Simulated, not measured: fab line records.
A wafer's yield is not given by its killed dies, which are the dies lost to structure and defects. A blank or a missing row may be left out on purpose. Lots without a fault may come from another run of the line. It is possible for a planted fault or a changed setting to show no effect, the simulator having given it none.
The tool behind it: which one? / flow sky130 / 13 lots with 39 wafers sampled at 3 steps, on a route of 708 steps

== WHAT THE GAUGES SHOWED, per wafer ==
SKY_VT_ADJUST_NCORE_OVL_MEAS_08. Usual: VT_ADJUST_NCORE_OVL gives 0.6 nm (standard deviation 1.4).
lot=L638; measured=day 8 23:12; on=overlay-01; VT_ADJUST_NCORE_OVL (nm)=-0.3 -1.2 -0.7; flag=
lot=L639; measured=day 9 06:08; on=overlay-02; VT_ADJUST_NCORE_OVL (nm)=-0.5 -0.3 -0.5; flag=
lot=L641; measured=day 9 21:53; on=overlay-02; VT_ADJUST_NCORE_OVL (nm)=0.3 2.0 0.1; flag=
lot=L642; measured=day 10 08:32; on=overlay-02; VT_ADJUST_NCORE_OVL (nm)=-0.1 -0.8 -0.5; flag=
lot=L644; measured=day 10 20:20; on=overlay-02; VT_ADJUST_NCORE_OVL (nm)=-0.5 -0.6 0.6; flag=
lot=L647; measured=day 11 12:32; on=overlay-01; VT_ADJUST_NCORE_OVL (nm)=2.7 0.7 2.8; flag=
lot=L648; measured=day 11 22:41; on=overlay-01; VT_ADJUST_NCORE_OVL (nm)=1.3 0.2 0.5; flag=
lot=L649; measured=day 12 06:56; on=overlay-01; VT_ADJUST_NCORE_OVL (nm)=2.2 1.1 0.6; flag=
lot=L654; measured=day 13 17:38; on=overlay-02; VT_ADJUST_NCORE_OVL (nm)=-1.8 -1.8 -0.9; flag=
lot=L656; measured=day 14 03:47; on=overlay-01; VT_ADJUST_NCORE_OVL (nm)=1.4 0.9 0.0; flag=
lot=L657; measured=day 14 14:29; on=overlay-02; VT_ADJUST_NCORE_OVL (nm)=0.4 0.7 -0.7; flag=
lot=L658; measured=day 14 19:01; on=overlay-01; VT_ADJUST_NCORE_OVL (nm)=0.9 0.6 -0.2; flag=
lot=L660; measured=day 15 11:12; on=overlay-01; VT_ADJUST_NCORE_OVL (nm)=0.0 0.9 0.7; flag=

== TOOL THAT RAN EACH LOT (tool first, then ch and the chambers of the sampled wafers, then the start) ==
lot=L638; SKY_FIELD_ISO_ETCH_14=rie diel-03 ch 1,2,3, day 2 10:20; SKY_VT_ADJUST_LVTN_DEVELOP_17=litho track-03 ch 0, day 8 01:22
lot=L639; SKY_FIELD_ISO_ETCH_14=rie diel-04 ch 0,1,3, day 2 16:02; SKY_VT_ADJUST_LVTN_DEVELOP_17=litho track-02 ch 0, day 8 08:28
lot=L641; SKY_FIELD_ISO_ETCH_14=rie diel-03 ch 1,2,3, day 3 04:47; SKY_VT_ADJUST_LVTN_DEVELOP_17=litho track-02 ch 0, day 9 00:07
lot=L642; SKY_FIELD_ISO_ETCH_14=rie diel-03 ch 0,2,3, day 3 09:26; SKY_VT_ADJUST_LVTN_DEVELOP_17=litho track-03 ch 0, day 9 09:20
lot=L644; SKY_FIELD_ISO_ETCH_14=rie diel-02 ch 1,2, day 3 19:53; SKY_VT_ADJUST_LVTN_DEVELOP_17=litho track-03 ch 0, day 9 20:44
lot=L647; SKY_FIELD_ISO_ETCH_14=rie diel-03 ch 1,2,3, day 4 08:14; SKY_VT_ADJUST_LVTN_DEVELOP_17=litho track-03 ch 0, day 10 13:04
lot=L648; SKY_FIELD_ISO_ETCH_14=rie diel-02 ch 0,2,3, day 4 15:35; SKY_VT_ADJUST_LVTN_DEVELOP_17=litho track-01 ch 0, day 10 22:25
lot=L649; SKY_FIELD_ISO_ETCH_14=rie diel-04 ch 0,1,2, day 4 20:02; SKY_VT_ADJUST_LVTN_DEVELOP_17=litho track-01 ch 0, day 11 06:30
lot=L654; SKY_FIELD_ISO_ETCH_14=rie diel-02 ch 0,1,3, day 6 03:17; SKY_VT_ADJUST_LVTN_DEVELOP_17=litho track-02 ch 0, day 12 16:44
lot=L656; SKY_FIELD_ISO_ETCH_14=rie diel-02 ch 1,2,3, day 6 08:29; SKY_VT_ADJUST_LVTN_DEVELOP_17=litho track-01 ch 0, day 13 01:12
lot=L657; SKY_FIELD_ISO_ETCH_14=rie diel-02 ch 0,2,3, day 6 13:47; SKY_VT_ADJUST_LVTN_DEVELOP_17=litho track-01 ch 0, day 13 11:10
lot=L658; SKY_FIELD_ISO_ETCH_14=rie diel-02 ch 0,1,2, day 6 18:59; SKY_VT_ADJUST_LVTN_DEVELOP_17=litho track-03 ch 0, day 13 16:28
lot=L660; SKY_FIELD_ISO_ETCH_14=rie diel-04 ch 0,3, day 7 04:05; SKY_VT_ADJUST_LVTN_DEVELOP_17=litho track-03 ch 0, day 14 06:58
- SKY_FIELD_ISO_ETCH_14: etches BARC in N2/H2, stops on SiO2, time 45.9 s, target depth 60 nm.
- SKY_VT_ADJUST_LVTN_DEVELOP_17: develop time 60 s.

== AS READ BY THE TOOLS THEMSELVES (means over the sampled wafers that have a number; for cases with no such wafer, the mark the record gives instead) ==
SKY_FIELD_ISO_ETCH_14. Usual: drypump motor current A 5.8 A, standard deviation 0.42; oes product au 0.853 a.u., standard deviation 0.0048; throttle valve pct 13.226 %, standard deviation 0.0098.
lot=L638; tool=rie diel-03; drypump motor current A (A)=5.8; oes product au (a.u.)=0.851; throttle valve pct (%)=13.224; flag=
lot=L639; tool=rie diel-04; drypump motor current A (A)=5.9; oes product au (a.u.)=0.853; throttle valve pct (%)=13.232; flag=
lot=L641; tool=rie diel-03; drypump motor current A (A)=5.8; oes product au (a.u.)=0.851; throttle valve pct (%)=13.230; flag=
lot=L642; tool=rie diel-03; drypump motor current A (A)=5.7; oes product au (a.u.)=0.849; throttle valve pct (%)=13.212; flag=
lot=L644; tool=rie diel-02; drypump motor current A (A)=6.4; oes product au (a.u.)=0.850; throttle valve pct (%)=13.218; flag=
lot=L647; tool=rie diel-03; drypump motor current A (A)=5.8; oes product au (a.u.)=0.853; throttle valve pct (%)=13.218; flag=
lot=L648; tool=rie diel-02; drypump motor current A (A)=5.6; oes product au (a.u.)=0.858; throttle valve pct (%)=13.224; flag=
lot=L649; tool=rie diel-04; drypump motor current A (A)=5.8; oes product au (a.u.)=0.852; throttle valve pct (%)=13.231; flag=
lot=L654; tool=rie diel-02; drypump motor current A (A)=5.6; oes product au (a.u.)=0.851; throttle valve pct (%)=13.222; flag=
lot=L656; tool=rie diel-02; drypump motor current A (A)=6.1; oes product au (a.u.)=0.849; throttle valve pct (%)=13.227; flag=
lot=L657; tool=rie diel-02; drypump motor current A (A)=5.7; oes product au (a.u.)=0.858; throttle valve pct (%)=13.229; flag=
lot=L658; tool=rie diel-02; drypump motor current A (A)=5.9; oes product au (a.u.)=0.857; throttle valve pct (%)=13.225; flag=
lot=L660; tool=rie diel-04; drypump motor current A (A)=6.0; oes product au (a.u.)=0.852; throttle valve pct (%)=13.227; flag=

SKY_VT_ADJUST_LVTN_DEVELOP_17. Usual: developer temp C 23.02 C, standard deviation 0.095.
lot=L638; tool=litho track-03; developer temp C (C)=22.95; flag=
lot=L639; tool=litho track-02; developer temp C (C)=23.11; flag=
lot=L641; tool=litho track-02; developer temp C (C)=22.93; flag=
lot=L642; tool=litho track-03; developer temp C (C)=23.10; flag=
lot=L644; tool=litho track-03; developer temp C (C)=23.03; flag=
lot=L647; tool=litho track-03; developer temp C (C)=23.04; flag=
lot=L648; tool=litho track-01; developer temp C (C)=23.03; flag=
lot=L649; tool=litho track-01; developer temp C (C)=22.83; flag=
lot=L654; tool=litho track-02; developer temp C (C)=23.06; flag=
lot=L656; tool=litho track-01; developer temp C (C)=25.20; flag=OFF
lot=L657; tool=litho track-01; developer temp C (C)=25.35; flag=OFF
lot=L658; tool=litho track-03; developer temp C (C)=23.15; flag=
lot=L660; tool=litho track-03; developer temp C (C)=23.00; flag=

== THE ANSWER, worked out from the rows above alone ==
Rule: take the mean of a lot's wafers that have a number; if it is more than 3 standard deviations from the usual mean, the lot is off. Also off: a lot with no number at a reading for which 4 or more lots have one. All remaining lots with rows at the step are treated as sound. After the gauges, taken in route order, come the tools' own readings; for these a lot's mean is taken, as printed above. At the first step where some lot is off, the reading lying furthest off is the one used; lots without a number count as furthest.
Off: L656, L657, at SKY_VT_ADJUST_LVTN_DEVELOP_17 (developer temp C).
A tool fits if, at that step or a process step before it, it ran every lot that is off, and no sound lot after the first of them. One fits: litho track-01 at SKY_VT_ADJUST_LVTN_DEVELOP_17. A fault onset in the window from L649 (day 11 06:30, its last sound lot) to L656 (day 13 01:12, its first lot off) fits.
The tool's own readings at SKY_VT_ADJUST_LVTN_DEVELOP_17 bear it out: on the lots that are off they differ by more than 5 times the standard deviation of the sound lots' means. developer temp C reads 25.27 C there against 23.02 C on the sound lots.

== WHAT THE SIMULATOR PUT IN ==
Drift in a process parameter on litho track-01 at SKY_VT_ADJUST_LVTN_DEVELOP_17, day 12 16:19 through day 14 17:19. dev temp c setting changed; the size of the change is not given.
Struck lots among those shown: L656, L657. The rule above found the same.
